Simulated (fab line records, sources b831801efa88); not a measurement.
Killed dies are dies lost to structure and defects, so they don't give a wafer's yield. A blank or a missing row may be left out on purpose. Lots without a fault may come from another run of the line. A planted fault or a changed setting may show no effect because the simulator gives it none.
Tool commonality check | flow gf180mcu | 12 lots, 36 wafers sampled

WHY IT WAS OPENED
At GF_M2_RS_MEAS_05 the reading M2_ALCU_RS is flagged on 2 of 12 lots. Wafers without a fault read 0.0695 ohm/sq, standard deviation 0.00077.
Rule: a lot is flagged when every wafer of it that has a number lies more than 4 standard deviations from that mean, or none has a number. The other lots count as sound.

lot  | measured     | on            | M2_ALCU_RS (ohm/sq), wafer by wafer | flag
L762 | day 18 09:53 | film_metro-04 | 0.0698 0.0689 0.0685                |
L763 | day 19 02:43 | film_metro-03 | 0.0702 0.0695 0.0702                |
L764 | day 19 08:32 | film_metro-01 | 0.0694 0.0700 0.0688                |
L766 | day 19 23:15 | film_metro-04 | 0.0695 0.0685 0.0697                |
L768 | day 21 01:06 | film_metro-04 | 0.0632 0.0640 0.0634                | FLAGGED
L769 | day 21 06:29 | film_metro-04 | 0.0625 0.0641 0.0627                | FLAGGED
L777 | day 24 08:53 | film_metro-04 | 0.0699 0.0696 0.0679                |
L778 | day 24 10:50 | film_metro-03 | 0.0711 0.0693 0.0706                |
L780 | day 25 06:16 | film_metro-01 | 0.0708 0.0707 0.0697                |
L781 | day 25 09:14 | film_metro-01 | 0.0703 0.0692 0.0696                |
L782 | day 25 13:08 | film_metro-03 | 0.0696 0.0690 0.0684                |
L783 | day 26 00:52 | film_metro-03 | 0.0694 0.0686 0.0681                |
The numbers of the flagged lots are 0.0633 ohm/sq on average: -0.0062 ohm/sq against the usual, or -8 standard deviations.

WHICH TOOL RAN EACH LOT
The record holds 2 process steps before the reading, out of a route of 602 steps. In each cell: the tool, then ch and the chambers that the sampled wafers went through, then the start.
lot  | flag    | GF_M2_SPUTTER_02             | GF_M2_SPUTTER_03
L762 |         | pvd_sputter-03, day 18 09:47 | pvd_sputter-03, day 18 09:49
L763 |         | pvd_sputter-04, day 19 02:37 | pvd_sputter-04, day 19 02:39
L764 |         | pvd_sputter-03, day 19 08:27 | pvd_sputter-03, day 19 08:29
L766 |         | pvd_sputter-02, day 19 23:10 | pvd_sputter-02, day 19 23:11
L768 | FLAGGED | pvd_sputter-03, day 21 00:59 | pvd_sputter-03, day 21 01:01
L769 | FLAGGED | pvd_sputter-03, day 21 06:23 | pvd_sputter-03, day 21 06:25
L777 |         | pvd_sputter-02, day 24 08:45 | pvd_sputter-02, day 24 08:47
L778 |         | pvd_sputter-04, day 24 10:45 | pvd_sputter-04, day 24 10:47
L780 |         | pvd_sputter-02, day 25 06:11 | pvd_sputter-02, day 25 06:13
L781 |         | pvd_sputter-04, day 25 09:09 | pvd_sputter-04, day 25 09:11
L782 |         | pvd_sputter-03, day 25 13:03 | pvd_sputter-03, day 25 13:05
L783 |         | pvd_sputter-02, day 26 00:46 | pvd_sputter-02, day 26 00:48
What these steps do:
- GF_M2_SPUTTER_02: material AlCu, target thk 450 nm, time 23.9 s.
- GF_M2_SPUTTER_03: material Ti, target thk 10 nm, time 6.7 s.
- GF_M2_RS_MEAS_05: measures by four-point-probe.

FLAGGED OVER TOTAL, TOOL BY TOOL (the gauges that took the reading come last)
step             | tool           | lots run | flagged | share of the flagged lots | sound lots run after its first flagged lot
GF_M2_SPUTTER_02 | pvd_sputter-02 | 4        | 0       | none                      | -
GF_M2_SPUTTER_02 | pvd_sputter-03 | 5        | 2       | all                       | 1 (L782)
GF_M2_SPUTTER_02 | pvd_sputter-04 | 3        | 0       | none                      | -
GF_M2_SPUTTER_03 | pvd_sputter-02 | 4        | 0       | none                      | -
GF_M2_SPUTTER_03 | pvd_sputter-03 | 5        | 2       | all                       | 1 (L782)
GF_M2_SPUTTER_03 | pvd_sputter-04 | 3        | 0       | none                      | -
GF_M2_RS_MEAS_05 | film_metro-01  | 3        | 0       | none                      | -
GF_M2_RS_MEAS_05 | film_metro-03  | 4        | 0       | none                      | -
GF_M2_RS_MEAS_05 | film_metro-04  | 5        | 2       | all                       | 1 (L777)

WHAT THE TABLE ALLOWS
3 rows of the table ran every flagged lot: pvd_sputter-03 at GF_M2_SPUTTER_02, pvd_sputter-03 at GF_M2_SPUTTER_03, film_metro-04 at GF_M2_RS_MEAS_05.
- pvd_sputter-03 at GF_M2_SPUTTER_02: 2 of its 5 lots flagged. Sound lots ran on it after the first flagged one (L782), which a lasting fault on the whole tool wouldn't allow. Its own readings lie more than 4 standard deviations out on every wafer of the flagged lots: cathode_dc_power_W.
- pvd_sputter-03 at GF_M2_SPUTTER_03: 2 of its 5 lots flagged. Sound lots ran on it after the first flagged one (L782), which a lasting fault on the whole tool wouldn't allow.
- film_metro-04 at GF_M2_RS_MEAS_05: 2 of its 5 lots flagged. Sound lots ran on it after the first flagged one (L777), which a lasting fault on the whole tool wouldn't allow.
No row of the table ran every flagged lot and no sound lot after the first.

WHAT THE SIMULATOR HAD PUT IN
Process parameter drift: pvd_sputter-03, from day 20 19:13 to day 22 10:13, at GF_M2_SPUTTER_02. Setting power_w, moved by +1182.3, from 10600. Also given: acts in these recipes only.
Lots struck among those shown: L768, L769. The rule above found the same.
